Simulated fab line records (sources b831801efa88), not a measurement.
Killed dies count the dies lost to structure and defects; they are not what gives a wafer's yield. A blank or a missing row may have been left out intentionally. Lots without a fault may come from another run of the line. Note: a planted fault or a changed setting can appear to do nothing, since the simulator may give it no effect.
Matching of chambers ; flow gf180mcu ; 3 sister chambers for GF_V5_CVD_02 on pecvd-02
The step deposits SiO2 from TEOS, target thk 1450 nm, time 163.28 s. 14 wafers are shown with their chamber, then 7 later ones without.

WAFERS, EACH WITH ITS CHAMBER
wafer;chamber;heater_power_w (W)
L074.1;1;551
L074.2;0;712
L074.3;2;751
L074.4;1;627
L074.5;2;641
L074.6;0;819
L078.2;2;790
L078.3;0;703
L078.4;0;792
L080.2;0;800
L080.4;0;673
L080.6;2;792
L082.1;2;771
L082.5;1;620

SIGNATURES (means of the wafers above)
reading;chamber 0;chamber 1;chamber 2;scatter within a chamber
heater_power_w;749.83;599.33;749.00;58.6
Rule: a wafer's distance from a chamber is the root of the sum, over the readings, of the square of ((its reading less the chamber's mean) divided by the reading's scatter). The wafer belongs to the nearest chamber; if the next one is less than 2 further off, it can't be placed. The scatter: the root of (the sum of the squares of (reading less its chamber's mean) over the shown wafers, divided by (wafers less chambers)).

WAFERS WITH NO CHAMBER GIVEN
wafer;heater_power_w (W)
L082.6;636
L084.3;667
L084.5;815
L084.6;550
L087.2;825
L087.4;679
L087.5;645

CHAMBER TAKEN BY EACH
wafer;from the rows above;in truth
L082.6;can't be placed: 1 or 2 or 0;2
L084.3;can't be placed: 1 or 2 or 0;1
L084.5;can't be placed: 0 or 2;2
L084.6;1;1
L087.2;can't be placed: 0 or 2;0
L087.4;can't be placed: 2 or 0 or 1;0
L087.5;can't be placed: 1 or 2 or 0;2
Correctly placed: 1 of 7. From these rows, 6 cannot be placed; in 6 the true chamber is one of the candidates. 0 placed wrongly.
